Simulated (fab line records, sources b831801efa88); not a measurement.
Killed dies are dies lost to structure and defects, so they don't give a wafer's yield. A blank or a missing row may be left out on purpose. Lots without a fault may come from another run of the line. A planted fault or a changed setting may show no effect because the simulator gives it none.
Problem report in the 8D (eight disciplines) form, filled by code | flow gf180mcu | the parts of the form that need people (team, actions taken, sign-off) are left out

1. THE PROBLEM
chamber_pressure_pa at GF_TOP_METAL_SPUTTER_00 reads a mean of 2.424 Pa on 1 wafer of 1 lot; wafers without a fault read 2.001 Pa with a standard deviation of 0.004. That is +99 or more standard deviations from the usual mean.
The step: material Ti, target thk 37.5 nm, time 150 s.
First seen on wafer L770.2, day 31 04:04, on pvd_sputter-01. The record holds 39 wafers of 13 lots with a number at this step. Rule for "out", or "out of limits": more than 4 standard deviations from the usual mean. The other wafers with a number count as sound.

2. WHAT IT IS AND WHAT IT IS NOT
question                    | is                  | is not
which readings at this step | chamber_pressure_pa | throttle_valve_pct
which lots                  | L770                | L757, L758, L760, L762, L771, L774, L775, L776, L777, L778, L779, L780
which wafers of those lots  | L770.2              | L770.4, L770.6
read on which tools         | pvd_sputter-01      | pvd_sputter-02, pvd_sputter-03
when                        | from day 31 04:04   | up to then (14 sound wafers); but 24 sound wafers of L771, L774, L775, L776, L777, L778, L779, L780 came after

3. SUSPECTS, AND WHAT RULES EACH OUT
Counting: a tool at a process step up to the reading stays a suspect if it ran every lot that is out. Sound lots after the first of them don't rule it out here, since some wafers of a struck lot are sound.
- pecvd-02 at GF_V5_CVD_02 (deposits SiO2 from TEOS, target thk 1450 nm, time 163.28 s): kept. It ran the lot that is out, L770 (day 30 07:59); its last sound lot up to then is L758 (day 26 18:32).
- pvd_sputter-01 at GF_TOP_METAL_SPUTTER_00 (material Ti, target thk 37.5 nm, time 150 s): kept. It ran the lot that is out, L770 (day 31 04:04); its last sound lot up to then is L760 (day 28 01:01). Its own readings are out on those wafers: chamber_pressure_pa.
Left after counting: pecvd-02 at GF_V5_CVD_02, pvd_sputter-01 at GF_TOP_METAL_SPUTTER_00.

4. THE CAUSE (what the simulator had put in)
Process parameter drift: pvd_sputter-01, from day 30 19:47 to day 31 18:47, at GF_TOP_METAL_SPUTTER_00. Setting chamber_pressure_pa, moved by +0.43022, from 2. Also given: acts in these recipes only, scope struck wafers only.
Counting left 2 suspects, and this tool is among them.

5. THE CHAIN OF EFFECTS, in route order
Each row: a reading whose mean over the struck wafers that have a number lies more than 3 standard deviations from the usual. Only readings for which the record gives a usual standard deviation are gone through. hours: the time from each lot's start at the first step in this table that gives one to its start at this step, as a median over the lots. sigmas: the change in usual standard deviations.
hours | step                    | reading             | usual    | on struck wafers | change | sigmas
0     | GF_TOP_METAL_SPUTTER_00 | chamber_pressure_pa | 2.001 Pa | 2.424            | +0.423 | +99 or more
The process steps in it:
- GF_TOP_METAL_SPUTTER_00: material Ti, target thk 37.5 nm, time 150 s.
Later measuring or inspecting steps at which every struck wafer that the step has a row for has a number for every such reading, and none has moved that far: GF_TOP_METAL_RS_MEAS_05.

6. WHAT WOULD HAVE CAUGHT IT SOONER
In this record the first reading out of limits was taken at day 31 04:04, 8 hours after the fault began at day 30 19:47.
